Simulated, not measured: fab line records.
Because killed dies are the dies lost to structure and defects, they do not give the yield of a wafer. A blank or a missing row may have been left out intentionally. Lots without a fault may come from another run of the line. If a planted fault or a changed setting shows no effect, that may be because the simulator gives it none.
fab line records -- flow gf180mcu
record: lots: 24, wafers: 72, last-day: 34
route steps=602 shown V1@340 V2@404 M4@470 V4@478 V5@556
lots that met no fault: from a run of the same line without faults
start-h: the number of hours between the record's first day and the start of the first shown wafer of the lot -- wait-h: time in hours since the lot's previous step -- " repeats the value in the row above -- L1.1+2: one row covering several wafers at once -- - no value, or no start given -- * or withheld: withheld -- < > ~ a bound
route shown NAME@n: a module of which the file shows steps, and the number in the route of the first -- usual: average and standard deviation across the fault-free wafers -- same: alike in all rows -- chamber/n: place in a boat -- sites: the reading at each site -- _std_site: standard deviation across them -- _edge_site: outer sites' mean less inner sites' -- radius-mm: for every site, how far away it sits from the centre of the wafer -- mask NAME#n: copy n -- behind: the last tool/chamber to shape the wafer -- hold: why the lot went on hold/how many hours it stayed there/how the hold came to an end -- device: names the non-switching transistor (n, p or np) -- end of line: the route-end tests of the same wafers -- a step with no rows: only its recipe -- killed: dies lost to structure and defects at the first sort, not the wafer's yield -- map: a wafer's dies, x killed, . not, _ none there
set.NAME: the run value of the setting; set.NAME@STEP: its run value at that earlier step -- model.NAME: the simulator's own value behind a step, which no gauge read
a sample of lots followed through the steps of the route, with each step as a table and each wafer as a row
services: the hour from which a tool's chamber was out of use, counted from the record's first day as start-h (under 0 if before that day), plus the number of hours and why
== steps ==
step: GF_V1_BOW_MEAS_05
recipe: mode: bow
usual: V1_BOW: 82/7.5
lot.wafer,tool,chamber,start-h,wait-h,V1_BOW[um]
L074.3,film-metro-02,-,391.27,0.2,73
L074.4,film-metro-02,-,391.27,0.2,80
L074.5,film-metro-02,-,391.27,0.2,77
L075.2,film-metro-03,-,394.76,0.2,92
L075.3,film-metro-03,-,394.76,0.2,87
L075.6,film-metro-03,-,394.76,0.2,90
L076.1,film-metro-01,-,405.13,0.2,71
L076.5,film-metro-01,-,405.13,0.2,66
L076.6,film-metro-01,-,405.13,0.2,84
L077.2,film-metro-03,-,413.18,0.2,78
L077.3,film-metro-03,-,413.18,0.2,89
L077.4,film-metro-03,-,413.18,0.2,84
L078.1,film-metro-03,-,420.88,0.1,91
L078.4,film-metro-03,-,420.88,0.1,76
L078.5,film-metro-03,-,420.88,0.1,78
L079.2,film-metro-01,-,430.94,0.2,75
L079.3,film-metro-01,-,430.94,0.2,79
L079.5,film-metro-01,-,430.94,0.2,72
L080.1,film-metro-02,-,440.61,0.1,85
L080.2,film-metro-02,-,440.61,0.1,69
L080.3,film-metro-02,-,440.61,0.1,75
L081.1,film-metro-02,-,453.74,0.2,79
L081.2,film-metro-02,-,453.74,0.2,75
L081.6,film-metro-02,-,453.74,0.2,75
L082.1,film-metro-03,-,462.89,0.2,79
L082.2,film-metro-03,-,462.89,0.2,84
L082.6,film-metro-03,-,462.89,0.2,68
L083.1,film-metro-03,-,471.19,0.1,94
L083.2,film-metro-03,-,471.19,0.1,83
L083.3,film-metro-03,-,471.19,0.1,83
L084.1,film-metro-03,-,481.99,0.2,90
L084.3,film-metro-03,-,481.99,0.2,85
L084.4,film-metro-03,-,481.99,0.2,89
L085.3,film-metro-02,-,486.12,0.3,72
L085.4,film-metro-02,-,486.12,0.3,77
L085.6,film-metro-02,-,486.12,0.3,69
L086.1,film-metro-01,-,499.48,0.2,88
L086.4,film-metro-01,-,499.48,0.2,93
L086.5,film-metro-01,-,499.48,0.2,92
L087.3,film-metro-03,-,501.12,0.1,80
L087.4,film-metro-03,-,501.12,0.1,82
L087.6,film-metro-03,-,501.12,0.1,86
L088.1,film-metro-03,-,529.23,0.1,89
L088.4,film-metro-03,-,529.23,0.1,76
L088.5,film-metro-03,-,529.23,0.1,86
L090.1,film-metro-03,-,539.63,0.2,86
L090.4,film-metro-03,-,539.63,0.2,87
L090.5,film-metro-03,-,539.63,0.2,76
L089.3,film-metro-01,-,540.91,0.1,89
L089.4,film-metro-01,-,540.91,0.1,92
L089.5,film-metro-01,-,540.91,0.1,92
L091.2,film-metro-02,-,542.75,0.1,71
L091.5,film-metro-02,-,542.75,0.1,73
L091.6,film-metro-02,-,542.75,0.1,81
L092.2,film-metro-03,-,545.19,0.3,89
L092.5,film-metro-03,-,545.19,0.3,94
L092.6,film-metro-03,-,545.19,0.3,78
L093.2,film-metro-03,-,549.11,0.3,80
L093.5,film-metro-03,-,549.11,0.3,76
L093.6,film-metro-03,-,549.11,0.3,83
L094.1,film-metro-03,-,571.33,0.3,93
L094.2,film-metro-03,-,571.33,0.3,90
L094.5,film-metro-03,-,571.33,0.3,95
L095.1,film-metro-03,-,576.72,0.2,89
L095.2,film-metro-03,-,576.72,0.2,82
L095.4,film-metro-03,-,576.72,0.2,90
L096.2,film-metro-03,-,585.65,0.1,80
L096.3,film-metro-03,-,585.65,0.1,87
L096.6,film-metro-03,-,585.65,0.1,82
L097.1,film-metro-02,-,594.43,0.2,84
L097.2,film-metro-02,-,594.43,0.2,70
L097.5,film-metro-02,-,594.43,0.2,87
step: GF_V2_SPUTTER_22
recipe: material: TiN, target-thk-nm: 10, chamber-pressure-pa: 5, power-w: 4000, time-s: 40
usual: throttle-valve-pct: 30.7/0.96
lot.wafer,tool,chamber,start-h,wait-h,throttle-valve-pct
L074.3,pvd-sputter-01,-,469.10,0.0,29.9
L074.4,pvd-sputter-01,-,469.10,0.0,30.0
L074.5,pvd-sputter-01,-,469.10,0.0,33.1
L075.2,pvd-sputter-01,-,471.75,0.0,31.5
L075.3,pvd-sputter-01,-,471.75,0.0,33.1
L075.6,pvd-sputter-01,-,471.75,0.0,30.3
L076.1,pvd-sputter-02,-,481.84,0.0,30.0
L076.5,pvd-sputter-02,-,481.84,0.0,30.1
L076.6,pvd-sputter-02,-,481.84,0.0,30.0
L077.2,pvd-sputter-02,-,489.73,0.0,30.2
L077.3,pvd-sputter-02,-,489.73,0.0,31.3
L077.4,pvd-sputter-02,-,489.73,0.0,30.6
L078.1,pvd-sputter-02,-,497.43,0.0,31.1
L078.4,pvd-sputter-02,-,497.43,0.0,30.3
L078.5,pvd-sputter-02,-,497.43,0.0,30.4
L079.2,pvd-sputter-02,-,508.02,0.0,30.6
L079.3,pvd-sputter-02,-,508.02,0.0,31.1
L079.5,pvd-sputter-02,-,508.02,0.0,30.0
L080.1,pvd-sputter-01,-,517.99,0.0,29.9
L080.2,pvd-sputter-01,-,517.99,0.0,31.2
L080.3,pvd-sputter-01,-,517.99,0.0,30.1
L081.1,pvd-sputter-01,-,530.38,0.0,31.4
L081.2,pvd-sputter-01,-,530.38,0.0,33.3
L081.6,pvd-sputter-01,-,530.38,0.0,33.2
L082.1,pvd-sputter-03,-,537.78,0.0,29.9
L082.2,pvd-sputter-03,-,537.78,0.0,29.5
L082.6,pvd-sputter-03,-,537.78,0.0,30.4
L083.1,pvd-sputter-01,-,547.18,0.0,33.2
L083.2,pvd-sputter-01,-,547.18,0.0,31.2
L083.3,pvd-sputter-01,-,547.18,0.0,30.4
L084.1,pvd-sputter-02,-,556.08,0.0,30.1
L084.3,pvd-sputter-02,-,556.08,0.0,30.4
L084.4,pvd-sputter-02,-,556.08,0.0,30.2
L085.3,pvd-sputter-02,-,559.87,0.0,30.1
L085.4,pvd-sputter-02,-,559.87,0.0,31.3
L085.6,pvd-sputter-02,-,559.87,0.0,30.0
L086.1,pvd-sputter-02,-,573.62,0.0,31.6
L086.4,pvd-sputter-02,-,573.62,0.0,30.0
L086.5,pvd-sputter-02,-,573.62,0.0,31.3
L087.3,pvd-sputter-03,-,574.83,0.0,30.4
L087.4,pvd-sputter-03,-,574.83,0.0,30.3
L087.6,pvd-sputter-03,-,574.83,0.0,29.6
L088.1,pvd-sputter-02,-,600.18,0.0,30.1
L088.4,pvd-sputter-02,-,600.18,0.0,30.1
L088.5,pvd-sputter-02,-,600.18,0.0,31.1
L090.1,pvd-sputter-02,-,608.73,0.0,31.4
L090.4,pvd-sputter-02,-,608.73,0.0,30.3
L090.5,pvd-sputter-02,-,608.73,0.0,31.3
L089.3,pvd-sputter-01,-,609.68,0.0,33.2
L089.4,pvd-sputter-01,-,609.68,0.0,30.3
L089.5,pvd-sputter-01,-,609.68,0.0,30.7
L091.2,pvd-sputter-02,-,611.97,0.0,30.0
L091.5,pvd-sputter-02,-,611.97,0.0,30.7
L091.6,pvd-sputter-02,-,611.97,0.0,30.2
L092.2,pvd-sputter-01,-,614.58,0.0,33.0
L092.5,pvd-sputter-01,-,614.58,0.0,30.3
L092.6,pvd-sputter-01,-,614.58,0.0,29.8
L093.2,pvd-sputter-02,-,620.77,0.0,31.3
L093.5,pvd-sputter-02,-,620.77,0.0,31.4
L093.6,pvd-sputter-02,-,620.77,0.0,30.2
L094.1,pvd-sputter-02,-,637.33,0.0,29.9
L094.2,pvd-sputter-02,-,637.33,0.0,30.4
L094.5,pvd-sputter-02,-,637.33,0.0,30.1
L095.1,pvd-sputter-03,-,643.54,0.0,30.4
L095.2,pvd-sputter-03,-,643.54,0.0,29.9
L095.4,pvd-sputter-03,-,643.54,0.0,29.6
L096.2,pvd-sputter-02,-,651.13,0.0,31.4
L096.3,pvd-sputter-02,-,651.13,0.0,30.0
L096.6,pvd-sputter-02,-,651.13,0.0,31.2
L097.1,pvd-sputter-01,-,659.66,0.0,33.4
L097.2,pvd-sputter-01,-,659.66,0.0,30.5
L097.5,pvd-sputter-01,-,659.66,0.0,33.0
step: GF_M4_CD_MEAS_14
recipe: target-cd-nm: 280
usual: cd-nm: 279.8/1
lot.wafer,tool,chamber,start-h,wait-h,cd-nm
L074.3,cd-sem-02,-,543.29,0.1,279.1
L074.4,cd-sem-02,-,543.29,0.1,279.6
L074.5,cd-sem-02,-,543.29,0.1,279.8
L075.2,cd-sem-01,-,546.42,0.1,280.8
L075.3,cd-sem-01,-,546.42,0.1,281.5
L075.6,cd-sem-01,-,546.42,0.1,280.8
L076.1,cd-sem-01,-,556.25,0.1,279.5
L076.5,cd-sem-01,-,556.25,0.1,278.5
L076.6,cd-sem-01,-,556.25,0.1,278.8
L077.2,cd-sem-01,-,563.17,0.1,280.2
L077.3,cd-sem-01,-,563.17,0.1,281.1
L077.4,cd-sem-01,-,563.17,0.1,282.2
L078.1,cd-sem-01,-,571.35,0.1,279.4
L078.4,cd-sem-01,-,571.35,0.1,279.3
L078.5,cd-sem-01,-,571.35,0.1,279.5
L079.2,cd-sem-01,-,579.77,0.1,279.5
L079.3,cd-sem-01,-,579.77,0.1,278.8
L079.5,cd-sem-01,-,579.77,0.1,279.2
L080.1,cd-sem-01,-,589.55,0.1,279.2
L080.2,cd-sem-01,-,589.55,0.1,279.0
L080.3,cd-sem-01,-,589.55,0.1,279.2
L081.1,cd-sem-01,-,600.75,0.1,279.8
L081.2,cd-sem-01,-,600.75,0.1,279.7
L081.6,cd-sem-01,-,600.75,0.1,280.4
L082.1,cd-sem-01,-,606.30,0.1,279.8
L082.2,cd-sem-01,-,606.30,0.1,280.2
L082.6,cd-sem-01,-,606.30,0.1,279.5
L083.1,cd-sem-02,-,615.40,0.1,279.6
L083.2,cd-sem-02,-,615.40,0.1,280.6
L083.3,cd-sem-02,-,615.40,0.1,280.7
L084.1,cd-sem-01,-,624.39,0.1,281.7
L084.3,cd-sem-01,-,624.39,0.1,282.3
L084.4,cd-sem-01,-,624.39,0.1,281.6
L085.3,cd-sem-02,-,627.68,0.1,280.1
L085.4,cd-sem-02,-,627.68,0.1,281.0
L085.6,cd-sem-02,-,627.68,0.1,279.4
L086.1,cd-sem-02,-,641.64,0.1,280.8
L086.4,cd-sem-02,-,641.64,0.1,282.2
L086.5,cd-sem-02,-,641.64,0.1,280.6
L087.3,cd-sem-02,-,642.33,0.1,280.8
L087.4,cd-sem-02,-,642.33,0.1,281.7
L087.6,cd-sem-02,-,642.33,0.1,280.3
L088.1,cd-sem-01,-,665.14,0.1,280.1
L088.4,cd-sem-01,-,665.14,0.1,279.2
L088.5,cd-sem-01,-,665.14,0.1,280.1
L090.1,cd-sem-01,-,672.25,0.1,281.3
L090.4,cd-sem-01,-,672.25,0.1,281.5
L090.5,cd-sem-01,-,672.25,0.1,280.7
L089.3,cd-sem-01,-,673.33,0.1,279.3
L089.4,cd-sem-01,-,673.33,0.1,279.3
L089.5,cd-sem-01,-,673.33,0.1,278.8
L091.2,cd-sem-01,-,674.57,0.1,279.9
L091.5,cd-sem-01,-,674.57,0.1,280.9
L091.6,cd-sem-01,-,674.57,0.1,281.2
L092.2,cd-sem-01,-,677.71,0.1,278.8
L092.5,cd-sem-01,-,677.71,0.1,278.9
L092.6,cd-sem-01,-,677.71,0.1,278.7
L093.2,cd-sem-02,-,682.61,0.1,279.3
L093.5,cd-sem-02,-,682.61,0.1,278.6
L093.6,cd-sem-02,-,682.61,0.1,279.2
L094.1,cd-sem-01,-,698.64,0.1,279.3
L094.2,cd-sem-01,-,698.64,0.1,279.0
L094.5,cd-sem-01,-,698.64,0.1,279.1
L095.1,cd-sem-02,-,704.34,0.1,278.1
L095.2,cd-sem-02,-,704.34,0.1,278.9
L095.4,cd-sem-02,-,704.34,0.1,279.6
L096.2,cd-sem-01,-,711.42,0.1,280.2
L096.3,cd-sem-01,-,711.42,0.1,278.9
L096.6,cd-sem-01,-,711.42,0.1,279.0
L097.1,cd-sem-02,-,719.04,0.1,278.4
L097.2,cd-sem-02,-,719.04,0.1,277.9
L097.5,cd-sem-02,-,719.04,0.1,279.0
step: GF_V4_CVD_02
recipe: material: SiO2, target-thk-nm: 850, precursor: TEOS, temp-c: 400, time-s: 94.851, rf-w: 600
usual: heater-power-outer-w: 370/47, heater-power-w: 638/73
lot.wafer,tool,chamber,start-h,wait-h,heater-power-outer-w,heater-power-w,since-wet-clean-h
L074.3,pecvd-03,2,544.20,0.0,400,720,786
L074.4,pecvd-03,1,544.20,0.0,307,495,-
L074.5,pecvd-03,0,544.20,0.0,377,708,-
L075.2,pecvd-03,2,547.39,0.0,433,769,789
L075.3,pecvd-03,0,547.39,0.0,421,728,789
L075.6,pecvd-03,1,547.39,0.0,392,615,-
L076.1,pecvd-04,1,557.20,0.1,307,592,174
L076.5,pecvd-04,2,557.20,0.1,347,651,-
L076.6,pecvd-04,1,557.20,0.1,379,704,-
L077.2,pecvd-03,0,564.10,0.0,349,678,806
L077.3,pecvd-03,2,564.10,0.0,406,745,806
L077.4,pecvd-03,1,564.10,0.0,307,485,-
L078.1,pecvd-04,2,572.46,0.1,347,642,190
L078.4,pecvd-04,1,572.46,0.1,383,682,-
L078.5,pecvd-04,2,572.46,0.1,267,540,-
L079.2,pecvd-04,1,581.24,0.0,419,716,198
L079.3,pecvd-04,1,581.24,0.0,301,575,-
L079.5,pecvd-04,1,581.24,0.0,359,656,-
L080.1,pecvd-03,1,590.53,0.1,397,618,832
L080.2,pecvd-03,0,590.53,0.1,439,773,832
L080.3,pecvd-03,2,590.53,0.1,354,659,832
L081.1,pecvd-02,2,601.70,0.1,355,577,427
L081.2,pecvd-02,1,601.70,0.1,398,647,427
L081.6,pecvd-02,2,601.70,0.1,394,624,-
L082.1,pecvd-04,2,607.38,0.1,274,551,225
L082.2,pecvd-04,0,607.38,0.1,462,719,225
L082.6,pecvd-04,2,607.38,0.1,324,607,-
L083.1,pecvd-03,0,616.44,0.1,322,610,11
L083.2,pecvd-03,1,616.44,0.1,401,623,11
L083.3,pecvd-03,2,616.44,0.1,397,709,11
L084.1,pecvd-02,0,625.35,0.1,370,648,451
L084.3,pecvd-02,2,625.35,0.1,409,636,451
L084.4,pecvd-02,0,625.35,0.1,269,504,-
L085.3,pecvd-04,1,628.63,0.1,301,580,-
L085.4,pecvd-04,0,628.63,0.1,435,720,-
L085.6,pecvd-04,1,628.63,0.1,352,651,-
L086.1,pecvd-03,0,642.94,0.1,351,636,38
L086.4,pecvd-03,2,642.94,0.1,385,688,-
L086.5,pecvd-03,1,642.94,0.1,297,480,-
L087.3,pecvd-02,1,643.34,0.0,423,664,469
L087.4,pecvd-02,1,643.34,0.0,328,532,-
L087.6,pecvd-02,0,643.34,0.0,362,622,-
L088.1,pecvd-02,0,666.26,0.1,358,605,492
L088.4,pecvd-02,2,666.26,0.1,405,639,-
L088.5,pecvd-02,1,666.26,0.1,419,677,-
L090.1,pecvd-03,2,673.35,0.1,374,682,68
L090.4,pecvd-03,0,673.35,0.1,365,694,-
L090.5,pecvd-03,1,673.35,0.1,365,580,-
L089.3,pecvd-02,2,674.32,0.0,449,691,500
L089.4,pecvd-02,2,674.32,0.0,336,546,-
L089.5,pecvd-02,0,674.32,0.0,274,511,-
L091.2,pecvd-03,0,675.65,0.0,406,711,71
L091.5,pecvd-03,1,675.65,0.0,350,551,-
L091.6,pecvd-03,2,675.65,0.0,410,723,-
L092.2,pecvd-03,2,678.77,0.0,398,698,74
L092.5,pecvd-03,0,678.77,0.0,432,747,-
L092.6,pecvd-03,1,678.77,0.0,296,477,-
L093.2,pecvd-03,2,683.58,0.0,333,615,78
L093.5,pecvd-03,1,683.58,0.0,354,564,-
L093.6,pecvd-03,2,683.58,0.0,389,677,-
L094.1,pecvd-02,1,699.59,0.1,426,669,525
L094.2,pecvd-02,2,699.59,0.1,355,574,525
L094.5,pecvd-02,0,699.59,0.1,271,524,-
L095.1,pecvd-03,2,705.30,0.1,338,635,100
L095.2,pecvd-03,1,705.30,0.1,335,523,100
L095.4,pecvd-03,0,705.30,0.1,319,610,-
L096.2,pecvd-03,0,712.53,0.0,430,749,107
L096.3,pecvd-03,2,712.53,0.0,442,780,107
L096.6,pecvd-03,2,712.53,0.0,325,616,-
L097.1,pecvd-02,2,720.00,0.1,396,619,545
L097.2,pecvd-02,0,720.00,0.1,345,599,545
L097.5,pecvd-02,1,720.00,0.1,326,527,-
step: GF_V4_CMP_04
recipe: material: SiO2, down-force-psi: 4, platen-rpm: 60, pad-velocity-m-s: 0.94248
usual: motor-current-A: 12.0/1.1, time-to-endpoint-s: 80/6.2
lot.wafer,tool,chamber,start-h,wait-h,motor-current-A,time-to-endpoint-s
L074.4,cmp-02,2,544.38,0.1,10.8,90
L074.3,cmp-02,0,544.38,0.1,11.7,85
L074.5,cmp-02,1,544.38,0.1,12.9,90
L075.3,cmp-02,2,547.66,0.2,11.0,75
L075.2,cmp-02,3,547.66,0.2,12.0,85
L075.6,cmp-02,0,547.66,0.2,11.6,81
L076.1,cmp-01,0,557.51,0.2,13.5,80
L076.6,cmp-01,1,557.51,0.2,11.5,79
L076.5,cmp-01,2,557.51,0.2,10.7,88
L077.3,cmp-02,2,564.28,0.1,10.5,77
L077.2,cmp-02,3,564.28,0.1,12.8,78
L077.4,cmp-02,0,564.28,0.1,12.4,79
L078.4,cmp-02,1,575.10,2.5,12.7,88
L078.1,cmp-02,2,575.10,2.5,11.2,77
L078.5,cmp-02,0,575.10,2.5,12.2,82
L079.2,cmp-02,2,581.41,0.0,10.7,78
L079.3,cmp-02,0,581.41,0.0,11.0,88
L079.5,cmp-02,2,581.41,0.0,11.0,80
L080.3,cmp-01,2,590.66,0.0,10.4,80
L080.2,cmp-01,3,590.66,0.0,13.2,76
L080.1,cmp-01,1,590.66,0.0,10.8,80
L081.2,cmp-02,3,601.88,0.1,13.0,83
L081.1,cmp-02,0,601.88,0.1,12.2,77
L081.6,cmp-02,3,601.88,0.1,12.5,91
L082.1,cmp-02,2,607.56,0.1,10.6,81
L082.2,cmp-02,3,607.56,0.1,12.4,83
L082.6,cmp-02,2,607.56,0.1,10.5,80
L083.3,cmp-01,2,616.57,0.0,10.7,73
L083.2,cmp-01,3,616.57,0.0,13.3,74
L083.1,cmp-01,1,616.57,0.0,11.3,78
L084.1,cmp-02,2,625.47,0.1,10.3,83
L084.4,cmp-02,0,625.47,0.1,11.6,90
L084.3,cmp-02,1,625.47,0.1,13.3,85
L085.4,cmp-02,0,628.86,0.1,12.1,75
L085.3,cmp-02,1,628.86,0.1,12.9,83
L085.6,cmp-02,2,628.86,0.1,10.3,77
L086.1,cmp-02,2,643.15,0.1,11.6,81
L086.4,cmp-02,3,643.15,0.1,12.6,89
L086.5,cmp-02,1,643.15,0.1,13.1,88
L087.3,cmp-02,3,643.47,0.0,12.1,94
L087.4,cmp-02,1,643.47,0.0,13.0,94
L087.6,cmp-02,0,643.47,0.0,12.0,94
L088.4,cmp-01,0,666.39,0.0,14.2,77
L088.1,cmp-01,1,666.39,0.0,10.5,77
L088.5,cmp-01,1,666.39,0.0,10.2,78
L090.4,cmp-02,3,673.48,0.0,12.4,87
L090.1,cmp-02,1,673.48,0.0,12.4,79
L090.5,cmp-02,3,673.48,0.0,12.4,85
L089.3,cmp-01,1,674.50,0.1,11.6,71
L089.4,cmp-01,3,674.50,0.1,12.9,73
L089.5,cmp-01,1,674.50,0.1,10.8,78
L091.2,cmp-01,3,675.78,0.0,13.0,77
L091.6,cmp-01,3,675.78,0.0,14.0,77
L091.5,cmp-01,0,675.78,0.0,13.1,75
L092.2,cmp-02,1,679.00,0.1,13.2,80
L092.5,cmp-02,3,679.00,0.1,12.3,85
L092.6,cmp-02,0,679.00,0.1,12.7,83
L093.2,cmp-01,3,683.85,0.2,13.6,71
L093.6,cmp-01,1,683.85,0.2,10.9,70
L093.5,cmp-01,2,683.85,0.2,10.9,81
L094.1,cmp-01,2,699.77,0.1,10.3,72
L094.2,cmp-01,0,699.77,0.1,13.1,72
L094.5,cmp-01,1,699.77,0.1,11.0,79
L095.4,cmp-02,3,705.43,0.0,12.2,84
L095.1,cmp-02,1,705.43,0.0,13.2,74
L095.2,cmp-02,2,705.43,0.0,11.2,78
L096.3,cmp-01,1,712.71,0.1,10.7,70
L096.2,cmp-01,3,712.71,0.1,13.9,67
L096.6,cmp-01,1,712.71,0.1,10.8,72
L097.2,cmp-02,1,720.13,0.0,13.0,81
L097.1,cmp-02,2,720.13,0.0,10.8,80
L097.5,cmp-02,2,720.13,0.0,10.4,83
step: GF_V5_ETCH_16
recipe: chemistry: N2/H2, target-depth-a: withheld, overetch-a: withheld, time-s: withheld, target: BARC, ion-energy-ev: 200, source-w: 500, bias-w: 100, pressure-mtorr: 30, n2-flow-sccm: 100, h2-flow-sccm: 200
usual: chamber-pressure-mTorr: 29.997/0.027, drypump-motor-current-A: 5.7/0.57, oes-product-au: 0.855/0.0049, throttle-valve-pct: 13.224/0.0096
lot.wafer,tool,chamber,start-h,wait-h,chamber-pressure-mTorr,drypump-motor-current-A,oes-product-au,throttle-valve-pct
L074.3,rie-diel-02,3,634.21,0.0,29.999,4.8,0.855,13.220
L074.4,rie-diel-02,1,634.21,0.0,30.002,5.7,0.856,13.232
L074.5,rie-diel-02,2,634.21,0.0,29.985,5.3,0.856,13.219
L075.2,rie-diel-01,0,636.95,0.0,29.965,5.2,0.854,13.219
L075.3,rie-diel-01,2,636.95,0.0,29.942,6.4,0.855,13.225
L075.6,rie-diel-01,2,636.95,0.0,29.984,6.4,0.855,13.235
L076.1,rie-diel-01,1,644.80,0.0,29.948,5.6,0.848,13.228
L076.5,rie-diel-01,3,644.80,0.0,29.968,6.4,0.854,13.229
L076.6,rie-diel-01,2,644.80,0.0,29.993,6.4,0.864,13.224
L077.2,rie-diel-04,2,650.06,0.0,29.983,6.2,0.856,13.220
L077.3,rie-diel-04,1,650.06,0.0,29.981,6.0,0.861,13.219
L077.4,rie-diel-04,0,650.06,0.0,30.020,5.0,0.858,13.219
L078.1,rie-diel-02,1,659.81,0.0,29.961,5.7,0.856,13.233
L078.4,rie-diel-02,3,659.81,0.0,30.012,4.8,0.844,13.218
L078.5,rie-diel-02,1,659.81,0.0,30.013,5.7,0.853,13.233
L079.2,rie-diel-02,3,667.15,0.0,30.011,4.8,0.857,13.208
L079.3,rie-diel-02,0,667.15,0.0,30.046,5.8,0.862,13.210
L079.5,rie-diel-02,3,667.15,0.0,29.963,4.8,0.849,13.202
L080.1,rie-diel-01,1,675.36,0.0,30.003,5.5,0.861,13.202
L080.2,rie-diel-01,0,675.36,0.0,30.006,5.2,0.852,13.237
L080.3,rie-diel-01,2,675.36,0.0,29.988,6.4,0.855,13.215
L081.1,rie-diel-02,3,685.35,0.0,30.000,4.8,0.859,13.215
L081.2,rie-diel-02,1,685.35,0.0,29.992,5.7,0.857,13.236
L081.6,rie-diel-02,3,685.35,0.0,29.933,4.8,0.856,13.210
L082.1,rie-diel-04,0,689.91,0.0,30.000,5.0,0.861,13.221
L082.2,rie-diel-04,1,689.91,0.0,30.023,6.0,0.860,13.219
L082.6,rie-diel-04,0,689.91,0.0,30.015,5.0,0.851,13.225
L083.1,rie-diel-01,3,697.66,0.0,29.954,6.4,0.856,13.226
L083.2,rie-diel-01,0,697.66,0.0,29.983,5.2,0.856,13.236
L083.3,rie-diel-01,2,697.66,0.0,29.998,6.4,0.857,13.209
L084.1,rie-diel-04,3,706.66,0.0,30.021,6.3,0.859,13.229
L084.3,rie-diel-04,2,706.66,0.0,30.010,6.2,0.857,13.233
L084.4,rie-diel-04,0,706.66,0.0,29.970,5.0,0.854,13.218
L085.3,rie-diel-04,2,709.00,0.0,29.983,6.2,0.849,13.207
L085.4,rie-diel-04,3,709.00,0.0,29.986,6.3,0.853,13.219
L085.6,rie-diel-04,1,709.00,0.0,30.010,6.0,0.852,13.236
L086.1,rie-diel-01,1,722.60,0.0,30.018,5.5,0.851,13.241
L086.4,rie-diel-01,3,722.60,0.0,30.029,6.4,0.849,13.218
L086.5,rie-diel-01,2,722.60,0.0,29.975,6.4,0.854,13.235
L087.3,rie-diel-01,3,723.60,0.0,29.958,6.5,0.856,13.213
L087.4,rie-diel-01,2,723.60,0.0,29.960,6.4,0.854,13.237
L087.6,rie-diel-01,1,723.60,0.0,29.980,5.5,0.845,13.215
L088.1,rie-diel-01,3,743.50,0.0,30.020,6.4,0.848,13.236
L088.4,rie-diel-01,1,743.50,0.0,29.990,5.5,0.843,13.235
L088.5,rie-diel-01,3,743.50,0.0,29.953,6.4,0.850,13.240
L090.1,rie-diel-02,3,749.02,0.0,30.003,4.8,0.855,13.230
L090.4,rie-diel-02,0,749.02,0.0,29.968,5.8,0.855,13.238
L090.5,rie-diel-02,2,749.02,0.0,29.996,5.2,0.855,13.234
L089.3,rie-diel-02,2,751.33,0.0,29.973,5.2,0.855,13.215
L089.4,rie-diel-02,0,751.33,0.0,29.942,5.8,0.853,13.233
L089.5,rie-diel-02,1,751.33,0.0,30.001,5.7,0.855,13.231
L091.2,rie-diel-04,3,752.15,0.0,30.014,6.3,0.854,13.232
L091.5,rie-diel-04,0,752.15,0.0,30.011,5.0,0.856,13.221
L091.6,rie-diel-04,3,752.15,0.0,30.002,6.3,0.847,13.216
L092.2,rie-diel-02,2,753.20,0.0,30.004,5.2,0.847,13.208
L092.5,rie-diel-02,0,753.20,0.0,30.022,5.8,0.865,13.218
L092.6,rie-diel-02,3,753.20,0.0,30.027,4.8,0.858,13.221
L093.2,rie-diel-02,2,758.30,0.0,29.971,5.2,0.857,13.221
L093.5,rie-diel-02,2,758.30,0.0,30.007,5.2,0.853,13.216
L093.6,rie-diel-02,3,758.30,0.0,30.013,4.8,0.862,13.205
L094.1,rie-diel-01,2,772.86,0.0,30.021,6.4,0.849,13.226
L094.2,rie-diel-01,1,772.86,0.0,29.958,5.5,0.855,13.215
L094.5,rie-diel-01,0,772.86,0.0,30.048,5.1,0.857,13.229
L095.1,rie-diel-01,0,777.95,0.0,30.026,5.1,0.850,13.235
L095.2,rie-diel-01,2,777.95,0.0,29.947,6.4,0.853,13.218
L095.4,rie-diel-01,1,777.95,0.0,29.984,5.6,0.846,13.223
L096.2,rie-diel-01,0,784.30,0.0,30.014,5.2,0.842,13.234
L096.3,rie-diel-01,1,784.30,0.0,29.965,5.5,0.850,13.221
L096.6,rie-diel-01,3,784.30,0.0,30.024,6.4,0.849,13.227
L097.1,rie-diel-01,3,791.55,0.0,30.009,6.4,0.855,13.233
L097.2,rie-diel-01,1,791.55,0.0,29.955,5.6,0.860,13.226
L097.5,rie-diel-01,2,791.55,0.0,29.989,6.4,0.851,13.200
== services ==
tool,chamber,start-h,hours,kind
rie-diel-01,2,448.71,14.2,repair
rie-diel-01,0,449.86,11.6,repair
cmp-02,-,456.57,3.9,pm
rie-diel-01,-,456.75,2.8,repair
cmp-01,-,492.46,1.2,repair
cmp-02,-,502.54,0.3,repair
pvd-sputter-02,-,503.50,1.7,repair
cmp-02,-,572.78,2.2,repair
rie-diel-01,2,573.15,15.4,repair
cmp-02,-,574.47,0.5,repair
pvd-sputter-02,-,580.93,1.2,repair
pvd-sputter-02,-,587.65,4.8,repair
pecvd-03,-,591.12,14.0,pm
cmp-02,-,598.45,3.0,repair
pecvd-03,-,604.43,0.7,repair
pvd-sputter-02,-,682.56,1.1,repair
rie-diel-01,1,689.44,8.4,repair
rie-diel-01,0,718.59,9.1,repair
rie-diel-01,0,743.20,4.8,repair
cmp-02,-,744.13,4.0,pm
cmp-02,-,763.01,5.4,pm
rie-diel-01,0,764.11,8.6,repair
rie-diel-01,2,779.70,6.0,repair
pecvd-03,1,786.44,15.1,repair
== key ==
fault none
